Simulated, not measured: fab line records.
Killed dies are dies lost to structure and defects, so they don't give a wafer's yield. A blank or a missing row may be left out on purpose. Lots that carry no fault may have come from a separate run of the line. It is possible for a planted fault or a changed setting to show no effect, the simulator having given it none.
Which tool was responsible? | flow gf180mcu | 11 lots, 33 wafers sampled, at 3 steps of a route of 602

== WHAT EACH GAUGE READ, for each wafer ==
GF_MIM_THK_MEAS_11: measures by xrf. Usual: for MIM_ALCU_THK the level is 205.5 nm and the standard deviation is 2.4.
lot  | measured     | on            | MIM_ALCU_THK (nm) | flag
L593 | day 24 05:03 | film metro-04 | 209.4 207.4 207.4 |
L598 | day 26 01:14 | film metro-04 | 204.6 206.5 206.8 |
L599 | day 26 10:04 | film metro-03 | 205.2 208.0 204.2 |
L601 | day 27 05:16 | film metro-03 | 208.3 207.3 209.0 |
L604 | day 28 07:19 | film metro-01 | 204.0 205.7 206.4 |
L606 | day 29 00:05 | film metro-01 | 205.4 204.5 202.9 |
L607 | day 29 04:03 | film metro-03 | 206.2 206.0 204.7 |
L608 | day 29 13:05 | film metro-04 | 200.5 205.2 201.7 |
L609 | day 29 16:30 | film metro-01 | 202.9 205.8 202.5 |
L611 | day 30 08:25 | film metro-01 | 201.5 201.8 203.6 |
L614 | day 31 04:27 | film metro-01 | 203.4 202.4 208.2 |

== WHAT TOOL EACH LOT RAN ON (gives the tool, then ch and the chambers of the sampled wafers, and finally the start) ==
lot  | GF_M4_SPUTTER_01             | GF_MIM_SPUTTER_00
L593 | pvd sputter-04, day 22 04:21 | pvd sputter-02, day 24 04:31
L598 | pvd sputter-04, day 24 01:07 | pvd sputter-02, day 26 00:41
L599 | pvd sputter-01, day 24 13:19 | pvd sputter-01, day 26 09:31
L601 | pvd sputter-01, day 25 09:10 | pvd sputter-01, day 27 04:43
L604 | pvd sputter-03, day 26 11:31 | pvd sputter-01, day 28 06:47
L606 | pvd sputter-01, day 27 06:05 | pvd sputter-01, day 28 23:33
L607 | pvd sputter-04, day 27 09:19 | pvd sputter-04, day 29 03:31
L608 | pvd sputter-01, day 27 19:47 | pvd sputter-04, day 29 12:33
L609 | pvd sputter-03, day 27 23:02 | pvd sputter-02, day 29 15:58
L611 | pvd sputter-03, day 28 15:04 | pvd sputter-04, day 30 07:53
L614 | pvd sputter-03, day 29 13:52 | pvd sputter-04, day 31 03:55
- GF_M4_SPUTTER_01: material TiN, target thk 30 nm, time 25 s.
- GF_MIM_SPUTTER_00: material Ti, target thk 37.5 nm, time 150 s.

== WHAT THE TOOLS THEMSELVES READ (means of the sampled wafers that have a number; where no wafer has one, the mark that the record gives instead) ==
GF_M4_SPUTTER_01. Usual: 30.3 % for throttle valve pct, sd 0.61.
lot  | tool           | throttle valve pct (%) | flag
L593 | pvd sputter-04 | 30.6                   |
L598 | pvd sputter-04 | 30.5                   |
L599 | pvd sputter-01 | 30.3                   |
L601 | pvd sputter-01 | 30.2                   |
L604 | pvd sputter-03 | 30.7                   |
L606 | pvd sputter-01 | 30.1                   |
L607 | pvd sputter-04 | 30.2                   |
L608 | pvd sputter-01 | 30.2                   |
L609 | pvd sputter-03 | 30.7                   |
L611 | pvd sputter-03 | 30.2                   |
L614 | pvd sputter-03 | 30.7                   |

GF_MIM_SPUTTER_00. Usual: 30.5 % for throttle valve pct, sd 0.88.
lot  | tool           | throttle valve pct (%) | flag
L593 | pvd sputter-02 | 30.9                   |
L598 | pvd sputter-02 | 32.3                   |
L599 | pvd sputter-01 | 30.3                   |
L601 | pvd sputter-01 | 30.2                   |
L604 | pvd sputter-01 | 30.2                   |
L606 | pvd sputter-01 | 29.9                   |
L607 | pvd sputter-04 | 30.5                   |
L608 | pvd sputter-04 | 30.5                   |
L609 | pvd sputter-02 | 31.6                   |
L611 | pvd sputter-04 | 30.4                   |
L614 | pvd sputter-04 | 30.5                   |

== THE ANSWER, worked out from the rows above alone ==
Rule: a lot counts as off when the mean over its wafers that have a number is more than 3 standard deviations away from the usual mean. A lot without any number at a reading at which 4 lots or more have one is off too. The other lots that the step has rows for count as sound. Order of review: gauges by route order, followed by the tools' own readings, for which a lot's mean as printed above is used. At the first step where some lot is off, the reading lying furthest off is the one used; lots without a number count as furthest.
Across all readings shown, no lot is off: no conclusion can be drawn from this.

== WHAT WAS PUT IN BY THE SIMULATOR ==
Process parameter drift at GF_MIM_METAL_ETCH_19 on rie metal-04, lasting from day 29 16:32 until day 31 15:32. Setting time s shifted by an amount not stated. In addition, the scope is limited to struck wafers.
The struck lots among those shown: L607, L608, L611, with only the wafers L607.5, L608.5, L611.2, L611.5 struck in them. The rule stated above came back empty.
